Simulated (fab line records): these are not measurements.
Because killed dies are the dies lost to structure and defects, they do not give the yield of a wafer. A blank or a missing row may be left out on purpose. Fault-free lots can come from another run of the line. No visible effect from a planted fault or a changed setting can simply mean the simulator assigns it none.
Matching of chambers | flow sky130 | 4 sister chambers for SKY_POLY_GATE_ETCH_17 on rie-si-02
The step etches poly-Si in HBr/Cl2, stops on SiO2, target depth 180 nm, time 70.5 s. 4 wafers are shown with their chamber, then 12 later ones without.

== WAFERS PAIRED WITH THEIR CHAMBERS ==
wafer  | chamber | HBr_flow_sccm (sccm)
L085.1 | 1       | 149.5
L089.2 | 2       | 149.1
L089.3 | 0       | 150.4
L089.6 | 3       | 150.3

== WAFERS WITHOUT THEIR CHAMBER ==
wafer  | HBr_flow_sccm (sccm)
L091.1 | 149.4
L091.2 | 150.4
L091.5 | 149.8
L093.1 | 149.8
L093.3 | 150.5
L093.6 | 150.2
L095.1 | 149.7
L095.4 | 149.9
L095.6 | 150.1
L097.2 | 149.4
L097.3 | 149.4
L097.6 | 150.7

== CHAMBER TAKEN BY EACH ==
wafer  | from the rows above               | in truth
L091.1 | can't be placed: 1 or 2           | 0
L091.2 | can't be placed: 0 or 3           | 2
L091.5 | can't be placed: 1 or 3 or 0 or 2 | 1
L093.1 | can't be placed: 1 or 3 or 0 or 2 | 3
L093.3 | can't be placed: 0 or 3           | 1
L093.6 | can't be placed: 3 or 0           | 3
L095.1 | can't be placed: 1 or 2 or 3      | 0
L095.4 | can't be placed: 1 or 3 or 0 or 2 | 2
L095.6 | can't be placed: 3 or 0 or 1      | 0
L097.2 | can't be placed: 1 or 2           | 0
L097.3 | can't be placed: 1 or 2           | 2
L097.6 | can't be placed: 0 or 3           | 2
Correct placement for 0 of the 12. From these rows, 12 cannot be placed; in 6 the true chamber is one of the candidates. 0 placed wrongly.
How it was worked out, from the rows above alone: a wafer's distance from a chamber is the root of the sum, over the readings, of the square of ((its reading less the chamber's mean) divided by the reading's scatter). The wafer belongs to the nearest chamber; if the next one is less than 2 further off, it can't be placed. The mean given for a chamber averages the wafers shown for that chamber. The scatter: root of mean squared gap, hidden wafer to nearest shown wafer, with one shown wafer a chamber.
